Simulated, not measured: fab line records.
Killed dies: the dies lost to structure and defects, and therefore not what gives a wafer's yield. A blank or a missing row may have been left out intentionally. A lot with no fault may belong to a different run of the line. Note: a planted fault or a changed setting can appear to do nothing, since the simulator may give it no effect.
Split-lot trial ; flow gf180mcu ; on a route of 602 steps: 5 lots, 23 wafers read

## ON THE SPLIT
At GF_STI_OXIDATION_29 (stabilise 600 s, purge 300 s, target thk 10 nm), the setting ox time s was moved away from the recipe's 1418 s on 10 of the 23 wafers read, by -8.0% to +7.4%. All remaining wafers had this setting at the recipe value.

The split's own step is where the reading is taken.

## THE READING
SiO2_of_STI_OXIDATION_29.thk nm (the simulator's own value, which no gauge read), in nm, at GF_STI_OXIDATION_29 (stabilise 600 s, purge 300 s, target thk 10 nm). The file does not state a usual value for it. Average 10.045 nm, standard deviation 0.16 nm, over the 13 wafers here run with the recipe.

wafer;tool, chamber at the split;ox time s as run, s;against the recipe;SiO2_of_STI_OXIDATION_29.thk nm, nm;against lot-mates on the recipe
L074.1;-, -;1418;recipe;10.06;-
L074.3;-, -;1418;recipe;10.15;-
L074.4;-, -;1418;recipe;10.17;-
L074.5;-, -;1418;recipe;10.28;-
L074.6;-, -;1418;recipe;10.25;-
L076.1;-, -;1418;recipe;10.16;-
L076.2;-, -;1418;recipe;10.04;-
L076.3;-, -;1418;recipe;10.14;-
L076.5;-, -;1418;recipe;9.903;-
L076.6;-, -;1418;recipe;9.938;-
L078.1;-, -;1523;+7.4%;10.51;no lot-mate on the recipe
L078.2;-, -;1523;+7.4%;10.48;no lot-mate on the recipe
L078.3;-, -;1523;+7.4%;10.47;no lot-mate on the recipe
L078.4;-, -;1523;+7.4%;10.54;no lot-mate on the recipe
L078.5;-, -;1523;+7.4%;10.43;no lot-mate on the recipe
L083.1;-, -;1304;-8.0%;9.598;no lot-mate on the recipe
L083.2;-, -;1304;-8.0%;9.602;no lot-mate on the recipe
L083.3;-, -;1304;-8.0%;9.433;no lot-mate on the recipe
L083.4;-, -;1304;-8.0%;9.668;no lot-mate on the recipe
L083.6;-, -;1304;-8.0%;9.935;no lot-mate on the recipe
L084.1;furnace-01, 0;1418;recipe;9.717;-
L084.4;furnace-01, 0;1418;recipe;9.943;-
L084.6;furnace-01, 0;1418;recipe;9.839;-

FIT RESULTS
A straight line over all 23 wafers: SiO2_of_STI_OXIDATION_29.thk nm changes by +0.0542 nm for each +1% of ox time s; r = +0.88; the points scatter about the line by 0.15 nm.
Too few moved wafers with a lot-mate on the recipe to fit a line net of each lot's own level.

## FILE'S OWN FIT
SiO2_of_STI_OXIDATION_29.thk nm changes by +0.0543 nm for each +1% of ox time s, r = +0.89.
